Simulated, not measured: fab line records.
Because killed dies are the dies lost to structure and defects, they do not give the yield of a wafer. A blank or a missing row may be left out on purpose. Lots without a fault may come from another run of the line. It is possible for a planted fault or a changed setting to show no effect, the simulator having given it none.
Check for tools in common ; flow gf180mcu ; Lots sampled 12, wafers sampled 42

== THE REASON FOR OPENING IT ==
On 2 of the 12 lots, a flag is raised at GF_V2_CD_MEAS_14 on the reading cd_nm. Fault-free wafers read 259.8 nm, with a standard deviation of 1.5.
Rule: a lot is flagged in two cases, either no wafer of it has a number, or all its wafers with numbers fall more than 4 standard deviations from that mean. The rest of the lots are taken to be sound.

lot;measured;on;cd_nm (nm), wafer by wafer;flag
L312;day 20 23:40;cd_sem-01;258.6 258.6 257.8;
L313;day 21 05:31;cd_sem-02;262.2 262.0 261.1;
L314;day 21 12:41;cd_sem-02;258.8 259.4 258.3;
L315;day 21 18:11;cd_sem-01;259.3 259.9 259.0;
L317;day 23 02:44;cd_sem-02;262.5 261.9 261.7;
L319;day 23 05:47;cd_sem-02;259.3 259.9 258.8;
L320;day 23 18:07;cd_sem-02;260.3 260.0 261.0;
L324;day 25 03:05;cd_sem-01;279.3 279.4 280.1 279.3 279.4 279.9;FLAGGED
L325;day 25 08:04;cd_sem-02;280.2 280.1 280.7 280.4 280.3 280.4;FLAGGED
L331;day 27 09:56;cd_sem-01;257.9 258.4 258.2;
L332;day 27 14:58;cd_sem-01;258.7 259.9 259.1;
L333;day 27 17:43;cd_sem-01;262.2 263.0 263.0;
Average over the flagged lots: 280.0 nm; offset from the usual +20.2 nm, equal to +13 standard deviations.

== WHICH TOOL RAN EACH LOT ==
The record holds 1 process step before the reading, out of a route of 602 steps. Each cell gives the tool, then ch followed by the chambers the sampled wafers passed through, then the start.
lot;flag;GF_V2_SOFTBAKE_10
L312;;litho_track-03 ch 0, day 20 10:00
L313;;litho_track-04 ch 0, day 20 17:00
L314;;litho_track-03 ch 0, day 21 00:00
L315;;litho_track-03 ch 0, day 21 06:00
L317;;litho_track-02 ch 0, day 22 15:00
L319;;litho_track-02 ch 0, day 22 18:00
L320;;litho_track-04 ch 0, day 23 06:00
L324;FLAGGED;litho_track-02 ch 0, day 24 16:00
L325;FLAGGED;litho_track-02 ch 0, day 24 21:00
L331;;litho_track-03 ch 0, day 26 23:00
L332;;litho_track-04 ch 0, day 27 04:00
L333;;litho_track-03 ch 0, day 27 07:00
What these steps do:
- GF_V2_SOFTBAKE_10: time 61.03 s.
- GF_V2_CD_MEAS_14: target cd 260 nm.

== FLAGGED AGAINST TOTAL, ONE TOOL AT A TIME (gauges that did the reading follow at the end) ==
step;tool;lots run;flagged;share of the flagged lots;sound lots run after its first flagged lot
GF_V2_SOFTBAKE_10;litho_track-02;4;2;all;0
GF_V2_SOFTBAKE_10;litho_track-03;5;0;none;-
GF_V2_SOFTBAKE_10;litho_track-04;3;0;none;-
GF_V2_CD_MEAS_14;cd_sem-01;6;1;some;3 (L331,L332,L333)
GF_V2_CD_MEAS_14;cd_sem-02;6;1;some;0

== WHAT THE TABLE ALLOWS ==
All flagged lots share 1 row of the table, namely litho_track-02 at GF_V2_SOFTBAKE_10.
- litho_track-02 at GF_V2_SOFTBAKE_10 ran 4 lots, 2 of them flagged. Last sound lot L319 at day 22 18:00, first flagged lot L324 at day 24 16:00; a fault beginning in between fits. Its own readings (heater_power_total_W, plate_sensor_t_centre_C, plate_sensor_t_edge_C) fall more than 4 standard deviations out on all wafers of the flagged lots.
Just one tool remains: litho_track-02 at GF_V2_SOFTBAKE_10.

== WHAT WAS PUT IN BY THE SIMULATOR ==
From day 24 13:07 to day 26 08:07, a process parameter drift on litho_track-02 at GF_V2_SOFTBAKE_10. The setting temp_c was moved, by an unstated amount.
Shown lots that were struck: L324, L325. The rule above found the same.
